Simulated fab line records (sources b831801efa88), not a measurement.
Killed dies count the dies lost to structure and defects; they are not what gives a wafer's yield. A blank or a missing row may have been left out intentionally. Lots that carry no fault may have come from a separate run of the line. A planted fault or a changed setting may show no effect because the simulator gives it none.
Split-lot study ; flow sfq line ; 23 wafers read across 5 lots, on a route 325 steps long

ON THE SPLIT
At SFQ_TRILAYER_L0_LITHO_COAT_005 (resist thk 600 nm), the setting resist thk nm was moved away from the recipe's 600 nm on 10 of the 23 wafers read, by -3.7% to +5.6%. For the rest of the wafers, this setting stayed at what the recipe calls for.

FROM THE SPLIT TO THE READING: what the file shows between them, 4 steps
- SFQ_TRILAYER_L0_LITHO_SOFTBAKE_009
- SFQ_TRILAYER_L0_LITHO_EXPOSE_006: exposes mask L0, target cd 2000 nm
- SFQ_TRILAYER_L0_LITHO_DEVELOP_007: time 60 s
- SFQ_TRILAYER_L0_BARC_OPEN_METAL_ETCH_010: etches BARC in O2, target depth 125 nm, time 41.7 s

THE READING
KrF_of_TRILAYER_L0_LITHO_COAT_005.thk nm (the simulator's own value, which no gauge read), in nm, at SFQ_TRILAYER_L0_ETCH_METAL_ETCH_008 (etches MoNx KI in SF6/O2, stops on SiO2, target depth 50 nm, time 25 s). There is no usual value for it anywhere in the file. Average 481.0 nm, standard deviation 1.8 nm, over the 13 wafers here run with the recipe.

wafer;tool, chamber at the split;resist thk nm as run, nm;against the recipe;KrF_of_TRILAYER_L0_LITHO_COAT_005.thk nm, nm;against lot-mates on the recipe
L074.1;litho track-04, 0;600;recipe;478.7;-
L074.2;litho track-04, 0;600;recipe;480.6;-
L074.5;litho track-04, 0;600;recipe;479.6;-
L075.1;litho track-03, 0;577.9;-3.7%;459.5;-21.6
L075.2;litho track-03, 0;577.9;-3.7%;458.7;-22.4
L075.3;litho track-03, 0;600;recipe;482.4;-
L075.5;litho track-03, 0;600;recipe;479.8;-
L075.6;litho track-03, 0;577.9;-3.7%;460.4;-20.7
L079.1;litho track-02, 0;600;recipe;482;-
L079.3;litho track-02, 0;581.2;-3.1%;460.6;-19.4
L079.4;litho track-02, 0;600;recipe;478.4;-
L079.5;litho track-02, 0;581.2;-3.1%;460.8;-19.2
L079.6;litho track-02, 0;600;recipe;479.7;-
L080.1;litho track-04, 0;600;recipe;482.6;-
L080.2;litho track-04, 0;600;recipe;482.9;-
L080.3;litho track-04, 0;633.5;+5.6%;517.3;+34.5
L080.4;litho track-04, 0;633.5;+5.6%;515.7;+33.0
L080.5;litho track-04, 0;633.5;+5.6%;516.7;+34.0
L082.1;litho track-03, 0;600;recipe;483.8;-
L082.2;litho track-03, 0;600;recipe;483.2;-
L082.3;litho track-03, 0;629.8;+5.0%;514.4;+32.1
L082.4;litho track-03, 0;600;recipe;479.8;-
L082.6;litho track-03, 0;629.8;+5.0%;511.1;+28.8

FIT RESULTS
A straight line over all 23 wafers: KrF_of_TRILAYER_L0_LITHO_COAT_005.thk nm changes by +6.26 nm for each +1% of resist thk nm; r = +1.00; the points scatter about the line by 1.6 nm.
The same after taking each lot's own level away (the mean of its wafers on the recipe; 23 wafers): +6.04 nm for each +1%; r = +1.00; scatter 1.2 nm.
Per that fit: largest resist thk nm move, reading shift of 34 nm.
From 479.63 to 482.75 nm: that is the span of the lots' own levels, equal to 1.8 times the standard deviation above.
So the lot-to-lot level changes the slope little: the two slopes agree.
Check: +33.7 nm against its lot-mates is what the line predicts for one of the wafers moved furthest among these (+5.6%) when that wafer is left out of the fit. Against them it came out at +34.5 nm.

THE WHOLE CHAIN: every reading that the file lists as answering this split, in the file's order
step;what it does;reading;change (the file's fit);r (the file's)
SFQ_TRILAYER_L0_LITHO_COAT_005;resist thk 600 nm;KrF_of_TRILAYER_L0_LITHO_COAT_005.thk nm (the simulator's own value, which no gauge read);+5.97 nm for each +1% of the setting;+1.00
SFQ_TRILAYER_L0_ETCH_METAL_ETCH_008;etches MoNx KI in SF6/O2, stops on SiO2, target depth 50 nm, time 25 s;KrF_of_TRILAYER_L0_LITHO_COAT_005.thk nm (the simulator's own value, which no gauge read);+6.07 nm for each +1% of the setting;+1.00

THE FILE'S OWN FIT
KrF_of_TRILAYER_L0_LITHO_COAT_005.thk nm changes by +6.07 nm for each +1% of resist thk nm, r = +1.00.
